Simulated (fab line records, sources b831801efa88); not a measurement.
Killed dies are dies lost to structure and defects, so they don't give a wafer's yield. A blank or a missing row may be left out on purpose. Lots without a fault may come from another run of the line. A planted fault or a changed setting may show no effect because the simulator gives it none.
Split-lot experiment | flow sky130 | 5 lots, 23 wafers read, on a route of 708 steps

THE SPLIT
At SKY_VT_ADJUST_HVTR_DEVELOP_06 (develop time 60 s), the setting dev_temp_c was moved away from the recipe's 23 C on 8 of the 23 wafers read, by -13.9% to +4.2%. The other wafers ran this setting at the recipe's value.

The file shows no step between the split and the reading.

THE READING
cd_nm, in nm, at SKY_VT_ADJUST_HVTR_CD_MEAS_07 (target cd 380 nm). Fault-free wafers of this fab line usually give 379.9 nm, standard deviation 2.5 nm.

wafer  | tool, chamber at the split | dev_temp_c as run, C | against the recipe | cd_nm, nm | against lot-mates on the recipe
L074.1 | litho_track-02, 0          | 23                   | recipe             | 375.1     | -
L074.3 | litho_track-02, 0          | 23                   | recipe             | 375.4     | -
L074.4 | litho_track-02, 0          | 23                   | recipe             | 378.7     | -
L074.5 | litho_track-02, 0          | 23                   | recipe             | 375.0     | -
L074.6 | litho_track-02, 0          | 23                   | recipe             | 380.8     | -
L080.1 | litho_track-04, 0          | 23                   | recipe             | 380.1     | -
L080.2 | litho_track-04, 0          | 23                   | recipe             | 380.2     | -
L080.3 | litho_track-04, 0          | 19.8                 | -13.9%             | 390.0     | +9.7
L080.4 | litho_track-04, 0          | 23                   | recipe             | 380.5     | -
L080.5 | litho_track-04, 0          | 19.8                 | -13.9%             | 391.8     | +11.5
L081.1 | litho_track-02, 0          | 23                   | recipe             | 384.2     | -
L081.3 | litho_track-02, 0          | 23                   | recipe             | 384.7     | -
L081.6 | litho_track-02, 0          | 23                   | recipe             | 380.5     | -
L083.1 | litho_track-03, 0          | 20.39                | -11.3%             | 391.8     | +7.3
L083.2 | litho_track-03, 0          | 20.39                | -11.3%             | 390.0     | +5.5
L083.3 | litho_track-03, 0          | 23                   | recipe             | 385.1     | -
L083.4 | litho_track-03, 0          | 23                   | recipe             | 383.9     | -
L083.6 | litho_track-03, 0          | 20.39                | -11.3%             | 392.5     | +8.0
L085.1 | litho_track-02, 0          | 23.97                | +4.2%              | 374.4     | -3.0
L085.2 | litho_track-02, 0          | 23                   | recipe             | 379.9     | -
L085.3 | litho_track-02, 0          | 23.97                | +4.2%              | 377.3     | -0.1
L085.4 | litho_track-02, 0          | 23                   | recipe             | 374.8     | -
L085.5 | litho_track-02, 0          | 23.97                | +4.2%              | 375.3     | -2.1

THE FIT
A straight line over all 23 wafers: cd_nm changes by -0.911 nm for each +1% of dev_temp_c; r = -0.87; the points scatter about the line by 3.1 nm.
The same after taking each lot's own level away (the mean of its wafers on the recipe; 23 wafers): -0.657 nm for each +1%; r = -0.90; scatter 1.8 nm.
On that fit, the largest move of dev_temp_c shifts the reading by 9.1 nm.
The lots' own levels span 377.00 to 384.50 nm, that is 3.0 times the standard deviation above.
So the lot-to-lot level changes the slope: the two fits differ.
Check: with one of the wafers moved furthest among these (-13.9%) left out of the fit, the line predicts +9.22 nm for it against its lot-mates. It came out at +9.73 nm against them.

OTHER SPLITS ON THESE WAFERS
These wafers also went through other splits before the reading. Each is held against what the fit with the lots' levels taken away leaves over:
other split on the same wafers             | wafers away from the commonest value | r with cd_nm (lot level and that fit taken away)
SKY_FIELD_ISO_DEVELOP_12 dev_temp_c        | 6                                    | +0.13
SKY_FIELD_ISO_OXIDATION_22 temp_c          | 10                                   | +0.07
SKY_FIELD_ISO_WET_ETCH_28 time_s           | 18                                   | -0.01
SKY_NWELL_IMPLANT_11 energy_kev            | 8                                    | +0.14
SKY_NWELL_COAT_18 resist_thk_nm            | 9                                    | +0.11
SKY_NWELL_IMPLANT_24 energy_kev            | 7                                    | -0.04
SKY_VT_ADJUST_HVTP_COAT_02 resist_thk_nm   | 6                                    | +0.27
SKY_VT_ADJUST_HVTP_STRIP_10 pressure_mtorr | 15                                   | +0.08
SKY_VT_ADJUST_LVTN_IMPLANT_19 dose_cm2     | 6                                    | -0.29
SKY_VT_ADJUST_HVTR_COAT_02 spin_rpm        | 8                                    | +0.42

THE FILE'S OWN FIT
cd_nm changes by -0.687 nm for each +1% of dev_temp_c, r = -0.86.
